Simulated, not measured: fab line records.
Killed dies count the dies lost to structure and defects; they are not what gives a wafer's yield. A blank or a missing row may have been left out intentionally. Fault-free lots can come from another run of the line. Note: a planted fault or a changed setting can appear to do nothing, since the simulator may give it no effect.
fab line records :: flow sky130
record
  lots=14
  wafers=42
  last_day=50
route steps=708 shown FIELD_ISO@13
lots that met no fault: from a run of the same line without faults
start_h: hours from the record's opening day to when the first of the lot's shown wafers began :: wait_h: hours elapsed since this lot's preceding step :: " same as the row above :: L1.1+2: one row covering several wafers at once :: - either no value or no given start :: * or withheld: withheld :: < > ~ a bound
route shown NAME@n: a module of which the file shows steps, and the number in the route of the first :: usual: mean/standard deviation taken from wafers without a fault :: same: alike in all rows :: chamber/n: place in a boat :: sites: each site's reading :: _std_site: their standard deviation :: _edge_site: outer sites' mean less inner sites' :: radius_mm: how far each site lies from the wafer's centre :: mask NAME#n: copy n :: behind: tool/chamber where the wafer was last shaped :: hold: why the lot was held/for how many hours/how that ended :: device: which transistor (n, p or np) failed to switch :: end of line: the tests these same wafers got at the end of their route :: for a step that has no rows: nothing shown but its recipe :: killed: not the wafer's yield, but the dies lost to structure and defects at the first sort :: map: a wafer's dies, x killed, . not, _ none there
set.NAME: the setting that was run; set.NAME@STEP: the one run at that earlier step :: model.NAME: the simulator's own value behind a step, which no gauge read
one table for each step of the route and one row for each wafer, over a sample of lots
services: when a tool's chamber went out of use (start_h, in hours from the record's first day, below 0 if earlier), for how many hours, and the reason
## steps
# step SKY_FIELD_ISO_DEVELOP_12
# recipe
  develop_time_s=60
  resist=KrF-thick
  dev_temp_c=21
# usual
  chill_plate_temp_C=23.00/0.11
  develop_time_s=60/0
  exhaust_pa=45.1/0.91
lot.wafer: L515.3
tool: litho_track-02
chamber: 0
start_h: 35
wait_h: -
chill_plate_temp_C: 22.85
develop_time_s: 60
exhaust_pa: 45.1

lot.wafer: L515.5
tool: litho_track-02
chamber: 0
start_h: 35
wait_h: -
chill_plate_temp_C: 22.91
develop_time_s: 60
exhaust_pa: 45.2

lot.wafer: L515.6
tool: litho_track-02
chamber: 0
start_h: 35
wait_h: -
chill_plate_temp_C: 22.93
develop_time_s: 60
exhaust_pa: 43.8

lot.wafer: L517.1
tool: litho_track-01
chamber: 0
start_h: 43
wait_h: -
chill_plate_temp_C: 22.92
develop_time_s: 60
exhaust_pa: 45.2

lot.wafer: L517.2
tool: litho_track-01
chamber: 0
start_h: 43
wait_h: -
chill_plate_temp_C: 22.96
develop_time_s: 60
exhaust_pa: 45.8

lot.wafer: L517.3
tool: litho_track-01
chamber: 0
start_h: 43
wait_h: -
chill_plate_temp_C: 23.08
develop_time_s: 60
exhaust_pa: 45.3

lot.wafer: L518.1
tool: litho_track-01
chamber: 0
start_h: 49
wait_h: -
chill_plate_temp_C: 23.16
develop_time_s: 60
exhaust_pa: 46.1

lot.wafer: L518.3
tool: litho_track-01
chamber: 0
start_h: 50
wait_h: -
chill_plate_temp_C: 23.09
develop_time_s: 60
exhaust_pa: 44.0

lot.wafer: L518.6
tool: litho_track-01
chamber: 0
start_h: 50
wait_h: -
chill_plate_temp_C: 23.10
develop_time_s: 60
exhaust_pa: 45.1

lot.wafer: L519.3
tool: litho_track-02
chamber: 0
start_h: 54
wait_h: -
chill_plate_temp_C: 23.16
develop_time_s: 60
exhaust_pa: 46.0

lot.wafer: L519.4
tool: litho_track-02
chamber: 0
start_h: 54
wait_h: -
chill_plate_temp_C: 23.07
develop_time_s: 60
exhaust_pa: 45.8

lot.wafer: L519.5
tool: litho_track-02
chamber: 0
start_h: 54
wait_h: -
chill_plate_temp_C: 22.87
develop_time_s: 60
exhaust_pa: 45.1

lot.wafer: L520.1
tool: litho_track-02
chamber: 0
start_h: 61
wait_h: -
chill_plate_temp_C: 23.04
develop_time_s: 60
exhaust_pa: 47.1

lot.wafer: L520.2
tool: litho_track-02
chamber: 0
start_h: 61
wait_h: -
chill_plate_temp_C: 22.90
develop_time_s: 60
exhaust_pa: 46.3

lot.wafer: L520.3
tool: litho_track-02
chamber: 0
start_h: 61
wait_h: -
chill_plate_temp_C: 22.92
develop_time_s: 60
exhaust_pa: 48.4

lot.wafer: L521.3
tool: litho_track-02
chamber: 0
start_h: 65
wait_h: -
chill_plate_temp_C: 22.86
develop_time_s: 60
exhaust_pa: 44.9

lot.wafer: L521.4
tool: litho_track-02
chamber: 0
start_h: 65
wait_h: -
chill_plate_temp_C: 22.77
develop_time_s: 60
exhaust_pa: 45.0

lot.wafer: L521.6
tool: litho_track-02
chamber: 0
start_h: 65
wait_h: -
chill_plate_temp_C: 22.83
develop_time_s: 60
exhaust_pa: 44.9

lot.wafer: L522.1
tool: litho_track-03
chamber: 0
start_h: 70
wait_h: -
chill_plate_temp_C: 22.89
develop_time_s: 60
exhaust_pa: 44.3

lot.wafer: L522.2
tool: litho_track-03
chamber: 0
start_h: 70
wait_h: -
chill_plate_temp_C: 22.98
develop_time_s: 60
exhaust_pa: 45.6

lot.wafer: L522.4
tool: litho_track-03
chamber: 0
start_h: 70
wait_h: -
chill_plate_temp_C: 23.08
develop_time_s: 60
exhaust_pa: 45.0

lot.wafer: L524.1
tool: litho_track-02
chamber: -
start_h: 81
wait_h: -
chill_plate_temp_C: -
develop_time_s: -
exhaust_pa: -

lot.wafer: L524.2
tool: litho_track-02
chamber: -
start_h: 81
wait_h: -
chill_plate_temp_C: -
develop_time_s: -
exhaust_pa: -

lot.wafer: L524.6
tool: litho_track-02
chamber: -
start_h: 81
wait_h: -
chill_plate_temp_C: -
develop_time_s: -
exhaust_pa: -

lot.wafer: L525.3
tool: litho_track-01
chamber: -
start_h: 87
wait_h: -
chill_plate_temp_C: -
develop_time_s: -
exhaust_pa: -

lot.wafer: L525.5
tool: litho_track-01
chamber: -
start_h: 87
wait_h: -
chill_plate_temp_C: -
develop_time_s: -
exhaust_pa: -

lot.wafer: L525.6
tool: litho_track-01
chamber: -
start_h: 87
wait_h: -
chill_plate_temp_C: -
develop_time_s: -
exhaust_pa: -

lot.wafer: L527.2
tool: litho_track-03
chamber: 0
start_h: 95
wait_h: -
chill_plate_temp_C: 22.99
develop_time_s: 60
exhaust_pa: 46.5

lot.wafer: L527.5
tool: litho_track-03
chamber: 0
start_h: 95
wait_h: -
chill_plate_temp_C: 23.08
develop_time_s: 60
exhaust_pa: 45.8

lot.wafer: L527.6
tool: litho_track-03
chamber: 0
start_h: 95
wait_h: -
chill_plate_temp_C: 23.07
develop_time_s: 60
exhaust_pa: 45.0

lot.wafer: L528.1
tool: litho_track-03
chamber: 0
start_h: 99
wait_h: -
chill_plate_temp_C: 22.89
develop_time_s: 60
exhaust_pa: 44.2

lot.wafer: L528.5
tool: litho_track-03
chamber: 0
start_h: 99
wait_h: -
chill_plate_temp_C: 22.96
develop_time_s: 60
exhaust_pa: 44.2

lot.wafer: L528.6
tool: litho_track-03
chamber: 0
start_h: 99
wait_h: -
chill_plate_temp_C: 23.01
develop_time_s: 60
exhaust_pa: 44.4

lot.wafer: L534.2
tool: litho_track-01
chamber: 0
start_h: 132
wait_h: -
chill_plate_temp_C: 22.89
develop_time_s: 60
exhaust_pa: 43.8

lot.wafer: L534.4
tool: litho_track-01
chamber: 0
start_h: 132
wait_h: -
chill_plate_temp_C: 23.03
develop_time_s: 60
exhaust_pa: 44.3

lot.wafer: L534.5
tool: litho_track-01
chamber: 0
start_h: 132
wait_h: -
chill_plate_temp_C: 23.13
develop_time_s: 60
exhaust_pa: 45.0

lot.wafer: L535.2
tool: litho_track-02
chamber: 0
start_h: 138
wait_h: -
chill_plate_temp_C: 23.03
develop_time_s: 60
exhaust_pa: 45.8

lot.wafer: L535.4
tool: litho_track-02
chamber: 0
start_h: 138
wait_h: -
chill_plate_temp_C: 22.93
develop_time_s: 60
exhaust_pa: 45.7

lot.wafer: L535.6
tool: litho_track-02
chamber: 0
start_h: 138
wait_h: -
chill_plate_temp_C: 22.76
develop_time_s: 60
exhaust_pa: 45.8

lot.wafer: L537.1
tool: litho_track-02
chamber: 0
start_h: 150
wait_h: -
chill_plate_temp_C: 22.91
develop_time_s: 60
exhaust_pa: 43.0

lot.wafer: L537.4
tool: litho_track-02
chamber: 0
start_h: 150
wait_h: -
chill_plate_temp_C: 22.93
develop_time_s: 60
exhaust_pa: 44.0

lot.wafer: L537.5
tool: litho_track-02
chamber: 0
start_h: 150
wait_h: -
chill_plate_temp_C: 23.11
develop_time_s: 60
exhaust_pa: 43.5
## services
tool: litho_track-01
chamber: -
start_h: 25.52
hours: -
kind: consumable_replace:filter
## key
first_sign
  step=SKY_FIELD_ISO_DEVELOP_12
  reading=tool_record
  direction=missing
effect none on later readings
met_at SKY_FIELD_ISO_DEVELOP_12
struck_lots L524,L525
later_rows_left_out L524.1,L524.2,L524.6,L525.3,L525.5,L525.6
sort_left_out L524.1,L524.2,L524.6,L525.3,L525.5,L525.6
tester_left_out L524,L525
onset_between 65 81
fault
  kind=skipped_step_whole
  tool=litho_track-01,litho_track-02
  chamber=-
  onset_h=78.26
  steps=SKY_FIELD_ISO_DEVELOP_12
  scope=struck_lots_only
# tester_left_out: of these lots the tester's yield and bins aren't shown, on N5 and GAA mostly nor the transistor test; their killed dies are dies lost to structure and defects alone, not to doping, threshold or leakage, so they don't give the yield
# sort_left_out: the simulated sort isn't trusted on such a fault, so these wafers' sort isn't shown, and their yield isn't known
# later_rows_left_out: the simulator's readings of these wafers behind a module that went badly wrong aren't trusted and aren't shown, but for the sort
